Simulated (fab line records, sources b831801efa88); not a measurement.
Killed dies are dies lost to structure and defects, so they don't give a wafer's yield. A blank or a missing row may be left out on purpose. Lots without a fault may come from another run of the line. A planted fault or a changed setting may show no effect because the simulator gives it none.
Chamber matching | flow sky130 | SKY_POLY_GATE_ETCH_17 on rie_si-02: 3 sister chambers
The step etches poly-Si in HBr/Cl2, stops on SiO2, target depth 180 nm, time 70.5 s. 14 wafers are shown with their chamber, then 4 later ones without.

WAFERS WITH THEIR CHAMBER
wafer  | chamber | drypump_motor_current_A (A) | rf_fwd_power_W (W) | run_length_s (s)
L664.1 | 3       | 6.1                         | 399.9              | 98.8
L664.2 | 2       | 5.1                         | 399.2              | 99.4
L664.6 | 2       | 5.1                         | 399.6              | 99.0
L665.3 | 1       | 6.2                         | 396.5              | 98.9
L665.5 | 2       | 5.1                         | 400.1              | 99.4
L665.6 | 1       | 6.3                         | 396.6              | 99.2
L669.3 | 1       | 6.3                         | 397.5              | 98.8
L669.5 | 3       | 6.1                         | 397.6              | 98.8
L669.6 | 2       | 5.1                         | 398.8              | 99.0
L670.2 | 1       | 6.3                         | 398.9              | 98.9
L670.5 | 2       | 5.1                         | 400.3              | 99.5
L681.3 | 3       | 6.1                         | 397.6              | 99.1
L681.5 | 1       | 6.3                         | 397.2              | 99.2
L681.6 | 2       | 5.1                         | 399.6              | 99.1

SIGNATURES (means of the wafers above)
reading                 | chamber 1 | chamber 2 | chamber 3 | scatter within a chamber
drypump_motor_current_A | 6.280     | 5.100     | 6.100     | 0.027
rf_fwd_power_W          | 397.340   | 399.600   | 398.367   | 0.894
run_length_s            | 99.000    | 99.233    | 98.900    | 0.203
Rule: a wafer's distance from a chamber is the root of the sum, over the readings, of the square of ((its reading less the chamber's mean) divided by the reading's scatter). The wafer belongs to the nearest chamber; if the next one is less than 2 further off, it can't be placed. The scatter: the root of (the sum of the squares of (reading less its chamber's mean) over the shown wafers, divided by (wafers less chambers)).

WAFERS WITHOUT THEIR CHAMBER
wafer  | drypump_motor_current_A (A) | rf_fwd_power_W (W) | run_length_s (s)
L683.2 | 5.1                         | 399.7              | 99.8
L683.4 | 6.3                         | 398.0              | 99.6
L685.1 | 6.1                         | 397.0              | 98.7
L685.3 | 6.3                         | 395.7              | 98.9

WHICH CHAMBER EACH WENT THROUGH
wafer  | from the rows above | in truth
L683.2 | 2                   | 2
L683.4 | 1                   | 1
L685.1 | 3                   | 3
L685.3 | 1                   | 1
Placed correctly: 4 of 4. Can't be placed from these rows: 0. Placed wrongly: 0.
